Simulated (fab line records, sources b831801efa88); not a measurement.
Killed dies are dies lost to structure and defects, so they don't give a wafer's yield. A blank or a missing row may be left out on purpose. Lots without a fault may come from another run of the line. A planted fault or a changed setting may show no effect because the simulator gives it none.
fab line records | flow sky130
record lots=5 wafers=15 last_day=50
route steps=708 shown FIELD_ISO@8 NWELL@32 DNWELL@35 PWDE@45 PAD_OPEN@708
lots that met no fault: from a run of the same line without faults
start_h: hours from the record's first day to the start of the lot's first wafer shown | wait_h: hours since the lot's step before | " the same as in the row above | L1.1+2: a row that stands for several wafers | - no value, or no start given | * or withheld: withheld | < > ~ a bound
route shown NAME@n: a module of which the file shows steps, and the number in the route of the first | usual: mean/standard deviation of fault-free wafers | same: alike in all rows | chamber/n: place in a boat | sites: the reading at each site | _std_site: their standard deviation | _edge_site: outer sites' mean less inner sites' | radius_mm: how far each site lies from the wafer's centre | mask NAME#n: copy n | behind: the tool/chamber that last shaped the wafer | hold: why the lot was held/for how many hours/how that ended | device: the transistor (n, p or np) that didn't switch | end of line: the same wafers' tests at the end of the route | a step without rows: its recipe alone | killed: dies lost to structure and defects at the first sort, not the wafer's yield | map: a wafer's dies, x killed, . not, _ none there
set.NAME: the setting as run; set.NAME@STEP: as run at that earlier step | model.NAME: the simulator's own value behind a step, which no gauge read
lots at some steps of the route; a table a step, a row a wafer
services: from which hour (start_h, from the record's first day; less than 0 if before it) a tool's chamber was out of use, for how many hours, and why
## steps
# step SKY_FIELD_ISO_COAT_07
# recipe resist=BARC temp_c=withheld time_s=withheld spin_rpm=3000 resist_thk_nm=60
# step SKY_FIELD_ISO_COAT_08
# recipe resist=KrF-thick spin_rpm=3000 resist_thk_nm=450
# step SKY_FIELD_ISO_SOFTBAKE_09
# recipe temp_c=100 time_s=94.5 resist=KrF-thick
# usual heater_power_total_W=57.27/0.11 plate_sensor_t_centre_C=100.88/0.0098 plate_sensor_t_edge_C=100.95/0.01 resist_line_temp_C=23.02/0.1
# columns lot.wafer tool chamber start_h wait_h heater_power_total_W plate_sensor_t_centre_C plate_sensor_t_edge_C resist_line_temp_C
L748.1 litho_track-02 0 - - 57.24 100.88 100.94 23.01
L748.3 " 0 " " 57.32 100.89 100.96 23.11
L748.6 " 0 " " 57.22 100.88 100.94 23.19
L760.1 litho_track-02 0 - - 57.23 100.87 100.94 23.14
L760.5 " 0 " " 57.20 100.88 100.96 23.05
L760.6 " 0 " " 57.19 100.87 100.96 23.06
L761.1 litho_track-03 0 - - 57.19 100.89 100.96 23.15
L761.3 " 0 " " 57.30 100.88 100.95 23.13
L761.4 " 0 " " 57.29 100.9 100.94 23.15
L765.3 litho_track-02 0 - - 57.42 100.88 100.93 22.79
L765.4 " 0 " " 57.12 100.89 100.97 22.87
L765.5 " 0 " " 57.28 100.87 100.96 22.85
L769.1 litho_track-01 0 - - 57.30 100.89 100.97 22.91
L769.5 " 0 " " 57.34 100.88 100.95 22.92
L769.6 " 0 " " 57.18 100.9 100.95 23.00
# step SKY_FIELD_ISO_EXPOSE_10
# recipe mask_id=FOM na=0.68 source_shape=annular sigma_inner=0.4 sigma_outer=0.8 target_cd_nm=150 dose_mj=28
# step SKY_FIELD_ISO_PEB_11
# recipe peb_temp_c=withheld peb_time_s=withheld resist=KrF-thick
# step SKY_FIELD_ISO_DEVELOP_12
# recipe develop_time_s=60 resist=KrF-thick dev_temp_c=21
# step SKY_FIELD_ISO_CD_MEAS_13
# recipe target_cd_nm=150
# usual cd_nm=149.6/1.3
# columns lot.wafer tool chamber start_h wait_h cd_nm
L748.1 cd_sem-01 - 41.28 - 149.1
L748.3 " - " " 150.1
L748.6 " - " " 150.6
L760.1 cd_sem-02 - 100.38 - 148.6
L760.5 " - " " 148.8
L760.6 " - " " 148.2
L761.1 cd_sem-01 - 108.45 - 150.8
L761.3 " - " " 151.6
L761.4 " - " " 149.1
L765.3 cd_sem-01 - 131.34 - 148.8
L765.4 " - " " 148.6
L765.5 " - " " 148.9
L769.1 cd_sem-01 - 146.93 - 150.7
L769.5 " - " " 151.3
L769.6 " - " " 150.5
# step SKY_FIELD_ISO_ETCH_14
# recipe chemistry=N2/H2 target=BARC ion_energy_ev=200 source_w=500 bias_w=100 pressure_mtorr=30 n2_flow_sccm=100 h2_flow_sccm=200 stop_on=SiO2 time_s=43.82 target_depth_a=600
# usual drypump_motor_current_A=5.7/0.46 oes_product_au=0.878/0.0049 throttle_valve_pct=13.226/0.0091
# columns lot.wafer tool chamber start_h wait_h drypump_motor_current_A oes_product_au rf_hours_counter_h throttle_valve_pct
L748.1 rie_diel-04 0 41.40 0.1 5.7 0.877 139 13.216
L748.3 " 2 " " 6.2 0.870 127 13.236
L748.6 " 0 " " 5.7 0.877 - 13.213
L760.1 rie_diel-01 1 100.50 0.1 5.3 0.877 0 13.242
L760.5 " 1 " " 5.3 0.879 - 13.220
L760.6 " 2 " " 6.4 0.878 - 13.208
L761.1 rie_diel-03 0 108.57 0.1 5.7 0.877 116 13.231
L761.3 " 2 " " 5.8 0.881 154 13.235
L761.4 " 1 " " 5.5 0.880 - 13.221
L765.3 rie_diel-04 1 131.42 0.1 6.3 0.871 7 13.222
L765.4 " 0 " " 5.7 0.869 141 13.222
L765.5 " 0 " " 5.7 0.874 - 13.223
L769.1 rie_diel-03 2 147.05 0.1 5.8 0.888 155 13.224
L769.5 " 2 " " 5.8 0.875 - 13.225
L769.6 " 1 " " 5.5 0.877 - 13.224
# step SKY_FIELD_ISO_ETCH_15
# recipe chemistry=CHF3/O2 target_depth_nm=180 stop_on=Si source_w=600 bias_w=200 pressure_mtorr=40 chf3_flow_sccm=50 O2_flow_sccm=5 time_s=72
# usual drypump_motor_current_A=5.7/0.46 oes_product_au=0.949/0.0071 throttle_valve_pct=8.845/0.0093
# columns lot.wafer tool chamber start_h wait_h drypump_motor_current_A oes_product_au rf_hours_counter_h throttle_valve_pct
L748.1 rie_diel-04 0 41.44 0.0 5.7 0.950 139 8.842
L748.3 " 2 " " 6.2 0.947 127 8.836
L748.6 " 0 " " 5.7 0.944 - 8.846
L760.1 rie_diel-01 1 100.54 0.0 5.3 0.951 0 8.867
L760.5 " 1 " " 5.3 0.959 - 8.847
L760.6 " 2 " " 6.3 0.953 - 8.857
L761.1 rie_diel-03 0 108.61 0.0 5.7 0.955 116 8.845
L761.3 " 2 " " 5.7 0.951 154 8.853
L761.4 " 1 " " 5.5 0.956 - 8.859
L765.3 rie_diel-04 1 131.47 0.0 6.3 0.949 7 8.848
L765.4 " 0 " " 5.7 0.958 141 8.859
L765.5 " 0 " " 5.7 0.954 - 8.845
L769.1 rie_diel-03 2 147.09 0.0 5.8 0.950 155 8.860
L769.5 " 2 " " 5.7 0.948 - 8.833
L769.6 " 1 " " 5.5 0.946 - 8.836
# step SKY_FIELD_ISO_STRIP_16
# recipe chemistry=O2/N2 power_w=1400 pressure_mtorr=1500 platen_temp_c=withheld o2_flow_sccm=3000 n2_flow_sccm=300 overash_fraction=0.5
# usual drypump_motor_current_A=5.79/0.29 oes_product_au=0.379/0.0051 strip_time_to_endpoint_s=3.57/0.054
# columns lot.wafer tool chamber start_h wait_h drypump_motor_current_A oes_product_au rf_hours_counter_h strip_time_to_endpoint_s
L748.1 plasma_asher-02 1 41.50 0.0 5.80 0.379 37 3.53
L748.3 " 1 " " 5.77 0.378 - 3.56
L748.6 " 1 " " 5.83 0.377 - 3.52
L760.1 plasma_asher-04 1 100.60 0.0 5.66 0.373 41 3.52
L760.5 " 0 " " 5.98 0.371 - 3.52
L760.6 " 1 " " 5.68 0.378 - 3.49
L761.1 plasma_asher-02 0 108.67 0.0 5.60 0.382 44 3.67
L761.3 " 1 " " 5.79 0.377 - 3.58
L761.4 " 0 " " 5.62 0.385 - 3.59
L765.3 plasma_asher-04 0 131.56 0.1 5.98 0.374 - 3.51
L765.4 " 1 " " 5.66 0.373 - 3.54
L765.5 " 1 " " 5.66 0.368 - 3.53
L769.1 plasma_asher-04 0 147.15 0.0 6.00 0.385 3 3.63
L769.5 " 0 " " 5.97 0.383 - 3.61
L769.6 " 1 " " 5.71 0.382 - 3.59
# step SKY_FIELD_ISO_ETCH_17
# recipe target_depth_a=3420 mask_material=Si3N4 chemistry=HBr/Cl2/O2 target=Si taper_deg=5 icp_w=600 bias_w=150 pressure_mtorr=15 HBr_flow_sccm=150 Cl2_flow_sccm=40 O2_flow_sccm=6 time_s=97.7
# step SKY_FIELD_ISO_WET_ETCH_18
# recipe chemistry=H3PO4 target_depth_nm=25 temp_c=160 target=Si3N4 time_s=286
# step SKY_FIELD_ISO_CLEAN_19
# recipe chemistry=SC1/SC2 mix=1:4:20 temp_c=70 time_s=150
# columns lot.wafer tool chamber start_h wait_h
L748.1+3+6 wet_bench-01 0 41.76 0.0
L760.1+5+6 wet_bench-03 3 100.86 0.0
L761.1+3+4 wet_bench-03 2 108.93 0.0
L765.3+4+5 wet_bench-01 0 131.78 0.0
L769.1+5+6 wet_bench-01 0 147.41 0.0
# step SKY_FIELD_ISO_CLEAN_20
# recipe chemistry=dHF time_s=20 dilution=100:1
# step SKY_FIELD_ISO_WET_ETCH_21
# recipe chemistry=dHF dilution=100:1 target_depth_nm=20 dry=ipa_marangoni target=SiO2 temp_c=25 time_s=400
# step SKY_FIELD_ISO_OXIDATION_22
# recipe temp_c=950 ambient=O2 stabilise_s=600 purge_s=300 target_thk_a=100 ox_time_s=623
# step SKY_FIELD_ISO_THK_MEAS_23
# recipe reads=SiO2_of_FIELD_ISO_OXIDATION_22
# usual FIELD_ISO_OXIDATION_01_THK=9.95/0.17
# columns lot.wafer tool chamber start_h wait_h FIELD_ISO_OXIDATION_01_THK[nm]
L748.1 film_metro-02 - 43.31 0.0 9.89
L748.3 " - " " 9.86
L748.6 " - " " 9.71
L760.1 film_metro-01 - 102.85 0.0 9.92
L760.5 " - " " 9.91
L760.6 " - " " 9.96
L761.1 film_metro-01 - 110.28 0.0 9.97
L761.3 " - " " 9.91
L761.4 " - " " 9.86
L765.3 film_metro-02 - 136.32 0.0 10.14
L765.4 " - " " 10.02
L765.5 " - " " 10.12
L769.1 film_metro-01 - 149.75 0.0 9.80
L769.5 " - " " 9.77
L769.6 " - " " 9.79
# step SKY_FIELD_ISO_CVD_24
# recipe material=SiO2 target_thk_nm=595 temp_c=650 sigma_open_frac=0.3 time_s=99.2 sih4_flow_sccm=60 pressure_mtorr=6
# step SKY_FIELD_ISO_THK_MEAS_25
# recipe reads=SiO2_of_FIELD_ISO_CVD_24
# usual FIELD_ISO_CVD_24_THK=592/7.1
# columns lot.wafer tool chamber start_h wait_h FIELD_ISO_CVD_24_THK[nm]
L748.1 film_metro-01 - 43.45 0.0 598
L748.3 " - " " 588
L748.6 " - " " 588
L760.1 film_metro-02 - 102.98 0.0 592
L760.5 " - " " 591
L760.6 " - " " 594
L761.1 film_metro-02 - 110.41 0.0 589
L761.3 " - " " 594
L761.4 " - " " 594
L765.3 film_metro-03 - 136.49 0.1 596
L765.4 " - " " 597
L765.5 " - " " 595
L769.1 film_metro-02 - 149.89 0.0 590
L769.5 " - " " 589
L769.6 " - " " 579
# step SKY_FIELD_ISO_ANNEAL_26
# recipe temp_c=1000 time_s=1800 ambient=N2
# step SKY_FIELD_ISO_CMP_27
# recipe stop_on=Si3N4 t_overpolish_s=16 down_force_psi=4 platen_rpm=60 target_thk_nm=457.8 pad_velocity_m_s=0.94248
# usual motor_current_A=12.2/1.8 overpolish_run_s=16.001/0.0097 time_to_endpoint_s=110/6.2
# columns lot.wafer tool chamber start_h wait_h motor_current_A overpolish_run_s time_to_endpoint_s
L748.1 cmp-01 1 45.06 0.1 11.1 15.997 108
L748.3 " 2 " " 12.9 15.991 115
L748.6 " 1 " " 11.7 16.005 107
L760.1 cmp-02 0 105.65 0.1 12.1 16.020 100
L760.6 " 3 " " 13.9 16.016 116
L760.5 " 0 " " 11.5 15.985 101
L761.1 cmp-01 3 112.02 0.1 9.7 16.007 114
L761.3 " 0 " " 12.3 16.001 114
L761.4 " 1 " " 11.0 16.003 101
L765.4 cmp-02 0 139.38 0.1 12.3 15.989 101
L765.3 " 1 " " 10.6 16.000 115
L765.5 " 3 " " 13.8 16.010 111
L769.1 cmp-01 3 151.55 0.1 9.7 16.004 115
L769.6 " 1 " " 11.0 15.999 104
L769.5 " 2 " " 12.8 15.999 114
# step SKY_FIELD_ISO_WET_ETCH_28
# recipe chemistry=dHF target_depth_nm=23.7 target=SiO2 dilution=10:1 temp_c=25 time_s=47
# step SKY_FIELD_ISO_WET_ETCH_29
# recipe chemistry=H3PO4 target_depth_nm=160 target=Si3N4 temp_c=160 time_s=1825
# step SKY_FIELD_ISO_WET_ETCH_30
# recipe chemistry=dHF target_depth_nm=25 target=SiO2 dilution=10:1 temp_c=25 time_s=50
# step SKY_NWELL_CLEAN_00
# recipe chemistry=SC1/SC2 mix=1:4:20 temp_c=70 time_s=150 dry=n2_spin
# step SKY_NWELL_OXIDATION_01
# recipe temp_c=900 ambient=O2 stabilise_s=600 purge_s=300 target_thk_a=100 ox_time_s=1418
# step SKY_NWELL_THK_MEAS_02
# recipe reads=SiO2_of_NWELL_OXIDATION_01
# usual NWELL_OXIDATION_THK=10.00/0.17
# columns lot.wafer tool chamber start_h wait_h NWELL_OXIDATION_THK[nm]
L748.1 film_metro-01 - 48.03 0.0 10.04
L748.3 " - " " 10.00
L748.6 " - " " 10.06
L760.1 film_metro-04 - 108.15 0.0 9.96
L760.5 " - " " 10.14
L760.6 " - " " 9.96
L761.1 film_metro-04 - 115.68 0.0 10.15
L761.3 " - " " 10.06
L761.4 " - " " 10.09
L765.3 film_metro-04 - 143.52 0.0 10.15
L765.4 " - " " 10.18
L765.5 " - " " 10.16
L769.1 film_metro-02 - 155.59 0.0 10.21
L769.5 " - " " 9.98
L769.6 " - " " 10.03
# step SKY_DNWELL_DEHYDRATE_00
# recipe temp_c=200 time_s=60
# step SKY_DNWELL_HMDS_01
# recipe prime_time_s=60 prime_temp_c=120
# step SKY_DNWELL_COAT_02
# recipe spin_rpm=2000 resist_thk_nm=3000
# step SKY_DNWELL_SOFTBAKE_03
# recipe temp_c=110 time_s=withheld
# step SKY_DNWELL_EXPOSE_04
# recipe mask_id=DNM na=0.57 target_cd_nm=3000 dose_mj=222
# step SKY_DNWELL_PEB_05
# recipe temp_c=115 time_s=withheld
# step SKY_DNWELL_DEVELOP_06
# recipe wall_angle_deg=90 developer=TMAH develop_time_s=60 dev_temp_c=23
# step SKY_DNWELL_IMPLANT_07
# recipe species=P energy_kev=withheld dose_cm2=withheld tilt_deg=withheld
# step SKY_DNWELL_STRIP_08
# recipe chemistry=O2/N2 power_w=1400 pressure_mtorr=1500 platen_temp_c=withheld o2_flow_sccm=3000 n2_flow_sccm=300 overash_fraction=0.5
# step SKY_DNWELL_TW_MEAS_09
# usual DNWELL_TW=1098/17
# columns lot.wafer tool chamber start_h wait_h DNWELL_TW
L748.1 film_metro-01 - 65.15 0.1 1089
L748.3 " - " " 1089
L748.6 " - " " 1092
L760.1 film_metro-04 - 126.83 0.1 1134
L760.5 " - " " 1130
L760.6 " - " " 1139
L761.1 film_metro-01 - 135.50 0.1 1089
L761.3 " - " " 1088
L761.4 " - " " 1085
L765.3 film_metro-02 - 163.53 0.1 1078
L765.4 " - " " 1087
L765.5 " - " " 1075
L769.1 film_metro-02 - 176.67 0.1 1087
L769.5 " - " " 1089
L769.6 " - " " 1084
# step SKY_PWDE_DEHYDRATE_00
# recipe temp_c=200 time_s=60
# step SKY_PWDE_HMDS_01
# recipe prime_time_s=60 prime_temp_c=120
# step SKY_PWDE_COAT_02
# recipe spin_rpm=2000 resist_thk_nm=3000
# step SKY_PWDE_SOFTBAKE_03
# recipe temp_c=110 time_s=withheld
# step SKY_PWDE_EXPOSE_04
# recipe mask_id=PWDEM na=0.6 source_shape=conventional sigma_outer=0.6 polarization=unpolarized target_cd_nm=840 dose_mj=210.1
# step SKY_PAD_OPEN_PROBE_99
# usual killed_at_M0_to_M3=43/7.5 killed_at_M4_up=3.2/1.9 killed_at_contacts=24/4.9 killed_at_front_end=15/4.3 killed_at_other=0.4/0.72 killed_dies=86/9.1 killed_open=47/6.5 killed_short=39/6.5
# same gross_dies=492 killed_at_back_side=0
# columns lot.wafer tool chamber start_h wait_h killed_at_M0_to_M3 killed_at_M4_up killed_at_contacts killed_at_front_end killed_at_other killed_dies killed_open killed_short
L748.1 prober-02 - 1100.95 0.1 43 5 17 12 0 77 45 32
L748.3 prober-02 - 1101.05 0.2 53 4 25 11 0 93 57 36
L748.6 prober-02 - 1101.20 0.2 46 3 28 12 0 89 45 44
L760.1 prober-02 - 1173.46 0.1 45 1 28 57 0 131 49 38
L760.5 prober-02 - 1173.66 0.2 41 2 21 56 0 120 43 42
L760.6 prober-02 - 1173.71 0.2 44 5 22 50 1 122 44 41
# killed by level:class
L748.1 CONTACT:geometric_particle:open=10 VIA1:geometric_particle:open=9 VIA3:geometric_particle:open=8 FIELD_ISO:geometric_particle:open=6 METAL2:geometric_particle:short=5 VIA1:geometric_particle:short=5 LI_CONTACT:geometric_particle:open=4 METAL4:geometric_particle:short=4
L748.3 VIA1:geometric_particle:open=17 CONTACT:geometric_particle:open=15 METAL2:geometric_particle:short=10 FIELD_ISO:geometric_particle:short=5 LI_CONTACT:geometric_particle:open=5 POLY_GATE:geometric_particle:short=5 VIA2:geometric_particle:open=5 VIA3:geometric_particle:open=5
L748.6 METAL2:geometric_particle:short=9 CONTACT:geometric_particle:short=9 LI_CONTACT:geometric_particle:open=8 VIA1:geometric_particle:open=7 CONTACT:geometric_particle:open=7 VIA2:geometric_particle:open=6 VIA2:geometric_particle:short=5 VIA3:geometric_particle:open=5
L760.1 FIELD_ISO:unspecified=43 CONTACT:geometric_particle:open=13 VIA1:geometric_particle:open=12 VIA2:geometric_particle:short=8 VIA3:geometric_particle:open=7 FIELD_ISO:geometric_particle:short=5 LI_CONTACT:geometric_particle:open=5 CONTACT:geometric_particle:short=5
L760.5 FIELD_ISO:unspecified=34 POLY_GATE:geometric_particle:short=8 CONTACT:geometric_particle:open=8 VIA1:geometric_particle:open=8 VIA3:geometric_particle:open=6 FIELD_ISO:geometric_particle:short=5 VIA2:geometric_particle:short=5 POLY_GATE:geometric_particle:open=4
L760.6 FIELD_ISO:unspecified=35 CONTACT:geometric_particle:open=10 VIA1:geometric_particle:open=9 METAL1:geometric_particle:short=6 VIA1:geometric_particle:short=6 VIA2:geometric_particle:open=6 LOCAL_INTERCONNECT:geometric_particle:short=5 VIA2:geometric_particle:short=5
# map L760.1 (x killed, . not)
__________......xxxx_________
________x.....x.x....._______
______.................._____
_____.x.........x.....x..____
____x.........x......xxxxx___
___.....x.......x..xxxxxxxx__
__......x..........xxxxxxxxx_
_....x.....x.......xxxxxxxx.x
_..x..x.......x....xxxxxxxx..
_xxx....x.xx........xxxxxxxx.
_...x........x...x......xxx..
_...........x..............xx
_........xx...x.xx.x.........
_.x.x.x.xx......x.....x....xx
_....xxx.x.....x.........x...
__.xx......x.xx....x.....x.x_
___...x...x......x..x......__
____...x...x.x...x........___
_____.x...x........x.....____
______.xx......x.......x_____
________.x.xx....x..x._______
__________.........._________
# map L761.1 (x killed, . not)
__________..x......._________
________.........x.x.._______
______.....xxx.......x.._____
_____x.xx..x..x......xx..____
____.....xxx..xx..x.......___
___.......x..x....x.xxx.x.x__
__x...................x....._
_x..x...................x....
_......x..x.xx...x...........
_xx.....x............x...x...
_..x...x....x..........x.....
_..x.....x...................
_......x..xx....xx.xx........
_...xx.xx....x....x.....x....
_x...x...x.x.....x..x...x.x.x
__x..........x........x....._
___x...xxx.................__
____x......xx.........x..x___
_____x...........x...xx..____
______....x...x....x...._____
________x...........x._______
__________........x._________
## services
# columns tool chamber start_h hours kind
rie_diel-04 - 13.13 15.6 pm
cmp-02 - 38.02 2.9 repair
rie_diel-03 2 48.35 15.1 repair
rie_diel-03 0 50.66 7.9 repair
rie_diel-01 0 52.52 2.5 repair
rie_diel-03 1 63.50 - clean
rie_diel-03 1 63.50 21.3 scheduled_down
rie_diel-03 1 63.50 21.3 vent_cycle
cmp-01 - 64.00 4.0 pm
cmp-01 - 68.00 - consumable_replace:conditioner
cmp-01 - 68.00 - consumable_replace:pad
cmp-01 - 73.38 12.9 pm
rie_diel-04 0 76.44 7.4 repair
rie_diel-01 3 84.06 8.0 repair
rie_diel-03 3 90.34 56.8 repair
cmp-01 - 98.93 1.2 repair
plasma_asher-04 - 108.75 9.0 pm
plasma_asher-04 0 108.75 9.0 vent_cycle
plasma_asher-04 1 108.75 9.0 vent_cycle
cmp-01 - 114.11 22.8 repair
plasma_asher-04 0 117.75 - clean
plasma_asher-04 1 117.75 - clean
rie_diel-04 - 122.89 8.4 repair
cmp-01 - 127.17 0.3 repair
## key
first_sign step=SKY_PAD_OPEN_PROBE_99 reading=killed_at_front_end direction=up sigmas=9 usual=15 struck=54
effect step=SKY_PAD_OPEN_PROBE_99 reading=killed_dies direction=up sigmas=4.2 usual=86 struck=124
met_at SKY_FIELD_ISO_CLEAN_19
struck_wafers L760.1,L760.5,L760.6
tester_left_out L760
also_fits SKY_FIELD_ISO_ETCH_14:rie_diel-01,SKY_FIELD_ISO_ETCH_15:rie_diel-01
fault kind=chamber_particle_source tool=wet_bench-03 chamber=3 onset_h=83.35 steps=SKY_FIELD_ISO_CLEAN_19 rate_per_visit_cm2=0.44611 end_h=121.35
# tester_left_out: of these lots the tester's yield and bins aren't shown, on N5 and GAA mostly nor the transistor test; their killed dies are dies lost to structure and defects alone, not to doping, threshold or leakage, so they don't give the yield
